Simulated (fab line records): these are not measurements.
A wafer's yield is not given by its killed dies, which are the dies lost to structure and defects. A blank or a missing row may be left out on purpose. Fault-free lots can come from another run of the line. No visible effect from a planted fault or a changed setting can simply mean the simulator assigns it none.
Lot-split experiment | flow sfq line | 23 wafers read from 5 lots, route of 325 steps

== ABOUT THE SPLIT ==
At SFQ_TRILAYER_M2_DEP_SPUTTER_055 (material Nb, target thk 200 nm, time 133.3 s), the setting time s was moved away from the recipe's 133.3 s on 8 of the 23 wafers read, by -12.2% to +6.9%. For the rest of the wafers, this setting stayed at what the recipe calls for.

There is no step in the file separating the split from the reading.

== THE READING ==
At SFQ_M2_RS_MEAS_914, a four-point-probe measurement gives M2_NB_RS in ohm/sq. On this fab line, fault-free wafers typically give 0.889 ohm/sq with a standard deviation of 0.0082 ohm/sq.

wafer  | tool, chamber at the split | time s as run, s | against the recipe | M2_NB_RS, ohm/sq | against lot-mates on the recipe
L075.1 | pvd sputter-03, -          | 117              | -12.2%             | 1.040            | +0.131
L075.2 | pvd sputter-03, -          | 117              | -12.2%             | 1.018            | +0.109
L075.3 | pvd sputter-03, -          | 133.3            | recipe             | 0.913            | -
L075.4 | pvd sputter-03, -          | 117              | -12.2%             | 1.037            | +0.128
L075.5 | pvd sputter-03, -          | 133.3            | recipe             | 0.905            | -
L076.1 | pvd sputter-05, -          | 122.3            | -8.3%              | 0.956            | +0.078
L076.2 | pvd sputter-05, -          | 133.3            | recipe             | 0.879            | -
L076.4 | pvd sputter-05, -          | 133.3            | recipe             | 0.877            | -
L076.5 | pvd sputter-05, -          | 122.3            | -8.3%              | 0.973            | +0.095
L076.6 | pvd sputter-05, -          | 122.3            | -8.3%              | 0.961            | +0.083
L077.1 | pvd sputter-05, -          | 133.3            | recipe             | 0.873            | -
L077.2 | pvd sputter-05, -          | 133.3            | recipe             | 0.879            | -
L077.3 | pvd sputter-05, -          | 133.3            | recipe             | 0.876            | -
L077.4 | pvd sputter-05, -          | 133.3            | recipe             | 0.889            | -
L077.5 | pvd sputter-05, -          | 133.3            | recipe             | 0.888            | -
L082.2 | pvd sputter-06, -          | 133.3            | recipe             | 0.878            | -
L082.3 | pvd sputter-06, -          | 142.5            | +6.9%              | 0.832            | -0.055
L082.4 | pvd sputter-06, -          | 142.5            | +6.9%              | 0.827            | -0.060
L082.5 | pvd sputter-06, -          | 133.3            | recipe             | 0.893            | -
L082.6 | pvd sputter-06, -          | 133.3            | recipe             | 0.889            | -
L083.2 | pvd sputter-05, -          | 133.3            | recipe             | 0.893            | -
L083.3 | pvd sputter-05, -          | 133.3            | recipe             | 0.884            | -
L083.6 | pvd sputter-05, -          | 133.3            | recipe             | 0.879            | -

FIT RESULTS
A straight line over all 23 wafers: M2_NB_RS changes by -0.0106 ohm/sq for each +1% of time s; r = -0.98; the points scatter about the line by 0.013 ohm/sq.
The same after taking each lot's own level away (the mean of its wafers on the recipe; 23 wafers): -0.00977 ohm/sq for each +1%; r = -0.99; scatter 0.0073 ohm/sq.
On that fit, the largest move of time s shifts the reading by 0.12 ohm/sq.
The lots' own levels span 0.8780 to 0.9090 ohm/sq, that is 3.8 times the standard deviation above.
Consequently the slope shifts little with the lot-to-lot level, the two slopes agreeing.
Check: for one of the wafers moved furthest among these (-12.2%), held out of the fit, the line's prediction against its lot-mates is +0.119 ohm/sq. It came out at +0.131 ohm/sq against them.

== THE OTHER SPLITS THESE WAFERS WENT THROUGH ==
Before the reading, these wafers also passed through other splits. Each is held against what the fit with the lots' levels taken away leaves over:
other split on the same wafers                      | wafers away from the commonest value | r with M2_NB_RS (lot level and that fit taken away)
SFQ_TRILAYER_L0_LITHO_EXPOSE_006 dose mj            | 7                                    | -0.16
SFQ_TRILAYER_L0_LITHO_PEB_008 peb time s            | 9                                    | +0.00
SFQ_TRILAYER_L0_VIA_LITHO_PEB_016 peb temp c        | 6                                    | -0.11
SFQ_TRILAYER_L0_VIA_BARC_OPEN_VIA_ETCH_021 bias w   | 8                                    | -0.13
SFQ_TRILAYER_M0_BARC_OPEN_METAL_ETCH_031 time s     | 9                                    | -0.06
SFQ_TRILAYER_I0_VIA_LITHO_COAT_036 spin rpm         | 8                                    | -0.50
SFQ_TRILAYER_I0_VIA_BARC_OPEN_VIA_ETCH_046 source w | 11                                   | +0.14
SFQ_TRILAYER_M1_LITHO_COAT_044 spin rpm             | 9                                    | -0.12
SFQ_TRILAYER_M1_LITHO_EXPOSE_040 dose mj            | 7                                    | +0.40
SFQ_TRILAYER_M1_ETCH_METAL_ETCH_042 icp w           | 11                                   | -0.04
SFQ_TRILAYER_I1_VIA_LITHO_COAT_054 spin rpm         | 10                                   | -0.21

== THE WHOLE CHAIN: every reading that the file lists as answering this split, in the file's order ==
step                            | what it does                                 | reading                                                                                   | change (the file's fit)              | r (the file's)
SFQ_TRILAYER_M2_DEP_SPUTTER_055 | material Nb, target thk 200 nm, time 133.3 s | Nb_of_TRILAYER_M2_DEP_SPUTTER_055.thk nm (the simulator's own value, which no gauge read) | +1.97 nm for each +1% of the setting | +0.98
SFQ_M2_RS_MEAS_914              | measures by four-point-probe                 | M2_NB_RS                                                                                  | -0.0098 for each +1% of the setting  | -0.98

== FILE'S OWN FIT ==
M2_NB_RS changes by -0.0098 ohm/sq for each +1% of time s, r = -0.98.
